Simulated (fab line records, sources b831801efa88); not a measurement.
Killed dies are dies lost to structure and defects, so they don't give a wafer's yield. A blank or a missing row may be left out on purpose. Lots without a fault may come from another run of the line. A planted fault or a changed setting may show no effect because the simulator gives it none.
Problem report in the 8D (eight disciplines) form, filled by code | flow sfq_line | the parts of the form that need people (team, actions taken, sign-off) are left out

1. THE PROBLEM
run_length_s at SFQ_TRILAYER_I6_VIA_BARC_OPEN_VIA_ETCH_235 reads a mean of 88.4 s on 3 wafers of 3 lots; wafers without a fault read 69.9 s with a standard deviation of 0.58. That is +32 standard deviations from the usual mean.
The step: etches BARC in O2, target depth 125 nm, time 41.7 s.
First seen on wafer L956.3, day 67 11:07, on rie_diel-04. The record holds 19 wafers of 7 lots with a number at this step. Rule for "out", or "out of limits": more than 4 standard deviations from the usual mean. The other wafers with a number count as sound.

2. WHAT IT IS AND WHAT IT IS NOT
question                    | is                           | is not
which readings at this step | run_length_s, oes_product_au | drypump_motor_current_A
which lots                  | L956, L957, L958             | L946, L949, L963, L964
which wafers of those lots  | L956.3, L957.3, L958.3       | L956.1, L957.4, L958.2, L958.6
read on which tools         | rie_diel-04                  | rie_diel-03
when                        | from day 67 11:07            | up to then (7 sound wafers); but 9 sound wafers of L957, L958, L963, L964 came after

3. SUSPECTS, AND WHAT RULES EACH OUT
Counting: a tool at a process step up to the reading stays a suspect if it ran every lot that is out. Sound lots after the first of them don't rule it out here, since some wafers of a struck lot are sound.
- rie_diel-04 at SFQ_TRILAYER_I6_VIA_BARC_OPEN_VIA_ETCH_235 (etches BARC in O2, target depth 125 nm, time 41.7 s): kept. It ran every lot that is out, first L956 (day 67 11:07); its last sound lot up to then is L949 (day 65 15:10). Its own readings are out on those wafers: oes_product_au, run_length_s.
Left after counting: rie_diel-04 at SFQ_TRILAYER_I6_VIA_BARC_OPEN_VIA_ETCH_235.

4. THE CAUSE (what the simulator had put in)
Process parameter drift: rie_diel-04, from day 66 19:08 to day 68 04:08, at SFQ_TRILAYER_I6_VIA_BARC_OPEN_VIA_ETCH_235. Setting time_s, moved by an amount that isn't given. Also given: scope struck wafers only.
Counting left only this tool.

5. THE CHAIN OF EFFECTS, in route order
Each row: a reading whose mean over the struck wafers that have a number lies more than 3 standard deviations from the usual. Only readings for which the record gives a usual standard deviation are gone through. hours: the time from each lot's start at the first step in this table that gives one to its start at this step, as a median over the lots. sigmas: the change in usual standard deviations.
hours | step                                       | reading        | usual      | on struck wafers | change | sigmas
0     | SFQ_TRILAYER_I6_VIA_BARC_OPEN_VIA_ETCH_235 | oes_product_au | 0.686 a.u. | 0.590            | -0.096 | -21
0     | SFQ_TRILAYER_I6_VIA_BARC_OPEN_VIA_ETCH_235 | run_length_s   | 69.9 s     | 88.4             | +18.5  | +32
The process steps in it:
- SFQ_TRILAYER_I6_VIA_BARC_OPEN_VIA_ETCH_235: etches BARC in O2, target depth 125 nm, time 41.7 s.

6. WHAT WOULD HAVE CAUGHT IT SOONER
In this record the first reading out of limits was taken at day 67 11:07, 16 hours after the fault began at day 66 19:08.
